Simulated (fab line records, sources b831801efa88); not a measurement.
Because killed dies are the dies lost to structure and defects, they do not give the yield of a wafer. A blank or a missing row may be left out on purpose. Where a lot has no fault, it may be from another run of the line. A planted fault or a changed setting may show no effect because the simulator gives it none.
A lot that was struck, set against a sound lot + flow gf180mcu + 15 out of 602 route steps
Sound: these wafers, L428.1, L428.4, L428.5. Struck: wafers L435.1, L435.3, L435.6. At the end, the cause is stated.
For every step that has rows: the tool of each side, followed by ch and its chambers, followed by its first start. Under that, the readings that differ: sound wafers + struck wafers + difference of the means + sigmas: that difference in standard deviations of wafers without a fault.
alike: readings whose means differ by less than 2 such deviations, and words and numbers that are the same on both sides. not compared: withheld readings, readings that some wafer has no value for, bounds like >300 that may hide the same value, and numbers for which the record gives no deviation and whose values overlap.
The two part at a step that has a row with sigmas, a row that says differs or no value, or rows on one side only. Numbers that don't overlap but have no deviation are shown without sigmas and don't part them. A reading that every wafer of one side lacks parts them only if that side has two wafers or more.

first, 1 step without rows for these wafers: GF_V4_CLEAN_20 (cleans in DIW).
GF_V4_SPUTTER_21: material Ti, target thk 15 nm, time 80.02 s.
  sound: pvd-sputter-03 at day 27 05:53; struck: pvd-sputter-01 at day 29 07:46
  alike: throttle-valve-pct
GF_V4_SPUTTER_22: material TiN, target thk 10 nm, time 40 s.
  sound: pvd-sputter-03 at day 27 05:57; struck: pvd-sputter-01 at day 29 07:50
  alike: throttle-valve-pct
then, 1 step without rows for these wafers: GF_V4_CVD_23 (deposits W, target thk 350 nm, time 104.9 s).
GF_V4_RS_MEAS_24: measures by four-point-probe.
  sound: film-metro-01 at day 27 06:06; struck: film-metro-01 at day 29 07:59
  alike: V4_W_RS
GF_V4_THK_MEAS_25: measures by xrf.
  sound: film-metro-01 at day 27 06:13; struck: film-metro-01 at day 29 08:06
  alike: V4_W_THK
then, 1 step without rows for these wafers: GF_V4_CMP_26 (polishes, stops on SiO2, t overpolish 15 s, target thk 0 nm).
GF_MIM_SPUTTER_00: material Ti, target thk 37.5 nm, time 150 s.
  sound: pvd-sputter-02 at day 27 06:35; struck: pvd-sputter-02 at day 29 08:28
  alike: throttle-valve-pct
GF_MIM_SPUTTER_01: material TiN, target thk 30 nm, time 25 s.
  sound: pvd-sputter-02 at day 27 06:41; struck: pvd-sputter-02 at day 29 08:34
  alike: throttle-valve-pct
then, 1 step without rows for these wafers: GF_MIM_SPUTTER_02 (material AlCu, target thk 450 nm, time 23.9 s).
GF_MIM_SPUTTER_03: material Ti, target thk 10 nm, time 6.7 s.
  sound: pvd-sputter-02 at day 27 06:44; struck: pvd-sputter-02 at day 29 08:37
  alike: throttle-valve-pct
then, 1 step without rows for these wafers: GF_MIM_SPUTTER_04 (material TiN, target thk 50 nm, time 41.7 s).
GF_MIM_CVD_05: deposits Si3N4, target thk 42 nm, time 29.086 s.
  sound on pecvd-03 ch 0,1, day 27 06:48; struck on pecvd-03 ch 0,1,2, day 29 08:53
  alike: heater-power-outer-w, heater-power-w
GF_MIM_THK_MEAS_06:
  sound: film-metro-02 at day 27 06:51; struck: film-metro-03 at day 29 09:15
| reading             | sound          | struck         | difference | sigmas |
|---------------------|----------------|----------------|------------|--------|
| MIM_CVD_05_THK (nm) | 40.5 42.0 41.9 | 83.8 84.7 84.8 | +43.0      | +78    |
then, 1 step without rows for these wafers: GF_PASSIVATION_PROBE_99.

== WHERE THEY PART ==
Within this record, at GF_MIM_THK_MEAS_06 only.

WHY: what the simulator had put in
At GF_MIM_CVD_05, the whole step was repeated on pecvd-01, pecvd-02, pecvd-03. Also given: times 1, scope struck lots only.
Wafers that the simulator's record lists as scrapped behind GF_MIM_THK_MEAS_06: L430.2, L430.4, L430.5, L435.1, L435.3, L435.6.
